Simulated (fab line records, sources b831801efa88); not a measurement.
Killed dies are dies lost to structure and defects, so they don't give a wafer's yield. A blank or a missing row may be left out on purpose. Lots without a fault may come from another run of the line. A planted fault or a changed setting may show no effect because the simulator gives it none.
One fault seen from 2 desks | flow sfq_line | each desk has only its own numbers; what lay behind them comes last

THE METROLOGY DESK
What the gauges read, lot by lot, whatever tool the lot ran on: means of the sampled wafers that have a number. A lot is out of limits, marked OUT, if its mean lies more than 4 standard deviations from the usual mean; the brackets give that distance.
Columns: A = M8_OVL at SFQ_M8_OVL_MEAS_948, usual -5 nm; B = M8_AU_RS at SFQ_M8_RS_MEAS_949, usual 0.1494 ohm/sq
lot  | first seen here | A   | B
L510 | day 79 03:08    | -2  | 0.1491
L512 | day 79 12:44    | -6  | 0.1498
L513 | day 79 21:08    | -5  | 0.1490
L515 | day 82 00:31    | -2  | 0.1485
L518 | day 83 20:49    | -14 | 0.1488
L519 | day 84 09:48    | -6  | 0.1508
L520 | day 85 02:44    | -4  | 0.1485
L521 | day 85 07:32    | -5  | 0.1507
L522 | day 85 12:20    | -1  | 0.1480
L524 | day 85 14:52    | -6  | 0.1482
L526 | day 85 20:25    | -8  | 0.1497
L528 | day 86 04:21    | -5  | 0.1478
L529 | day 86 06:45    | -10 | 0.1487
L530 | day 86 09:16    | 0   | 0.1509
L531 | day 86 11:50    | -8  | 0.1500
This desk's finding: nothing out of limits on any of the 15 lots.

THE TOOL OWNER'S DESK: litho_track-01
The tool's own readings at SFQ_TRILAYER_I7_VIA_LITHO_COAT_187 (resist thk 650 nm): means of the sampled wafers that have a number, for each lot that ran on this tool. A lot is out of limits, marked OUT, if its mean lies more than 4 standard deviations from the usual mean; the brackets give that distance.
Columns: A = chill_plate_temp_C at SFQ_TRILAYER_I7_VIA_LITHO_COAT_187, usual 23.00 C; B = spin_speed_rpm at SFQ_TRILAYER_I7_VIA_LITHO_COAT_187, usual 3000.3 rpm
lot  | first seen here | A     | B
L512 | day 74 10:59    | 22.96 | 3000.9
L515 | day 77 11:29    | 22.94 | 2998.7
L518 | day 79 17:52    | 23.06 | 3001.0
L519 | day 80 09:58    | 23.00 | 3000.5
L521 | day 81 08:31    | 23.10 | 3000.6
L522 | day 81 11:31    | 22.96 | 2999.9
L526 | day 81 21:59    | 23.06 | 2652.1 (-99 or more) OUT
L528 | day 82 08:58    | 23.04 | 2647.6 (-99 or more) OUT
L531 | day 82 20:31    | 22.90 | 2650.0 (-99 or more) OUT
This desk's finding: out of limits on L526, L528, L531; first on L526, day 81 21:59 (spin_speed_rpm at SFQ_TRILAYER_I7_VIA_LITHO_COAT_187). In limits: L512, L515, L518, L519, L521, L522.

PUT TOGETHER
The tool owner's desk could have raised an alarm at day 81 21:59, on L526, L528, L531.
The metrology desk saw nothing out of limits.
The metrology desk has L526, L528, L531 on record, within its limits.
Of the lots named, all ran SFQ_TRILAYER_I7_VIA_LITHO_COAT_187 on litho_track-01.

WHAT THE SIMULATOR HAD PUT IN
Process parameter drift: litho_track-01, from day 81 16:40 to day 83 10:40, at SFQ_TRILAYER_I7_VIA_LITHO_COAT_187. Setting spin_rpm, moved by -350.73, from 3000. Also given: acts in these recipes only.
Lots struck among those shown: L526, L528, L531.
Hours from the fault's start to each desk's first reading out of limits: the tool owner's desk, 5.
